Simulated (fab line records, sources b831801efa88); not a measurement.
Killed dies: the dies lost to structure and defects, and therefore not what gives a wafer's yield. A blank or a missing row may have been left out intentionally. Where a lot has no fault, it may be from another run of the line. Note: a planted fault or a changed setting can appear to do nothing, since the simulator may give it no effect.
Split-lot study | flow gf180mcu | 5 lots, 23 wafers read, on a route of 602 steps

## SPLIT DETAILS
At GF_M2_SPUTTER_01 (material TiN, target thk 30 nm, time 25 s), the setting powerW was moved away from the recipe's 6500 W on 9 of the 23 wafers read, by -10.3% to +3.9%. This setting was run at the recipe's value on the other wafers.

The reading comes from the split's own step.

## THE READING
TiN_of_M2_SPUTTER_01.thkNm (the simulator's own value, which no gauge read), in nm, at GF_M2_SPUTTER_01 (material TiN, target thk 30 nm, time 25 s). No usual value for it is given in the file. Across the 14 wafers here that went through the recipe, the average is 30.16 nm and the standard deviation 0.32 nm.

wafer  | tool, chamber at the split | powerW as run, W | against the recipe | TiN_of_M2_SPUTTER_01.thkNm, nm | against lot-mates on the recipe
L077.1 | pvdSputter-04, -           | 6500             | recipe             | 29.51                          | -
L077.3 | pvdSputter-04, -           | 6500             | recipe             | 29.7                           | -
L077.4 | pvdSputter-04, -           | 5899             | -9.2%              | 26.71                          | -2.92
L077.5 | pvdSputter-04, -           | 6500             | recipe             | 29.68                          | -
L077.6 | pvdSputter-04, -           | 5899             | -9.2%              | 26.99                          | -2.64
L078.1 | pvdSputter-01, -           | 5832             | -10.3%             | 27.55                          | -2.61
L078.3 | pvdSputter-01, -           | 6500             | recipe             | 30.11                          | -
L078.4 | pvdSputter-01, -           | 5832             | -10.3%             | 27.24                          | -2.92
L078.5 | pvdSputter-01, -           | 5832             | -10.3%             | 27.42                          | -2.73
L078.6 | pvdSputter-01, -           | 6500             | recipe             | 30.2                           | -
L080.2 | pvdSputter-01, -           | 6500             | recipe             | 30.45                          | -
L080.3 | pvdSputter-01, -           | 6500             | recipe             | 30.64                          | -
L080.4 | pvdSputter-01, -           | 6500             | recipe             | 30.51                          | -
L082.1 | pvdSputter-01, -           | 6500             | recipe             | 30.22                          | -
L082.2 | pvdSputter-01, -           | 6500             | recipe             | 30.16                          | -
L082.3 | pvdSputter-01, -           | 5953             | -8.4%              | 27.54                          | -2.73
L082.4 | pvdSputter-01, -           | 6500             | recipe             | 30.44                          | -
L082.6 | pvdSputter-01, -           | 5953             | -8.4%              | 27.95                          | -2.32
L083.1 | pvdSputter-01, -           | 6500             | recipe             | 30.3                           | -
L083.2 | pvdSputter-01, -           | 6500             | recipe             | 30.34                          | -
L083.3 | pvdSputter-01, -           | 6754             | +3.9%              | 31.02                          | +0.79
L083.4 | pvdSputter-01, -           | 6754             | +3.9%              | 31.25                          | +1.02
L083.5 | pvdSputter-01, -           | 6500             | recipe             | 30.05                          | -

FIT RESULTS
A straight line over all 23 wafers: TiN_of_M2_SPUTTER_01.thkNm changes by +0.292 nm for each +1% of powerW; r = +0.97; the points scatter about the line by 0.35 nm.
The same after taking each lot's own level away (the mean of its wafers on the recipe; 23 wafers): +0.278 nm for each +1%; r = +0.99; scatter 0.16 nm.
Per that fit: largest powerW move, reading shift of 2.9 nm.
From 29.630 to 30.533 nm: that is the span of the lots' own levels, equal to 2.8 times the standard deviation above.
Hence the lot-to-lot level has little effect on the slope; both slopes agree.
Check: with one of the wafers moved furthest among these (-10.3%) left out of the fit, the line predicts -2.95 nm for it against its lot-mates. It came out at -2.61 nm against them.

## FURTHER SPLITS ON THESE WAFERS
Note: prior to the reading, these wafers also went through further splits. Each is held against what the fit with the lots' levels taken away leaves over:
other split on the same wafers | wafers away from the commonest value | r with TiN_of_M2_SPUTTER_01.thkNm (lot level and that fit taken away)
GF_HV_LDD_IMPLANT_48 energyKev | 6                                    | +0.24
GF_M1_COAT_09 resistThkNm      | 6                                    | +0.22
GF_M1_SOFTBAKE_10 timeS        | 9                                    | +0.07

## FILE'S OWN FIT
TiN_of_M2_SPUTTER_01.thkNm changes by +0.284 nm for each +1% of powerW, r = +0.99.
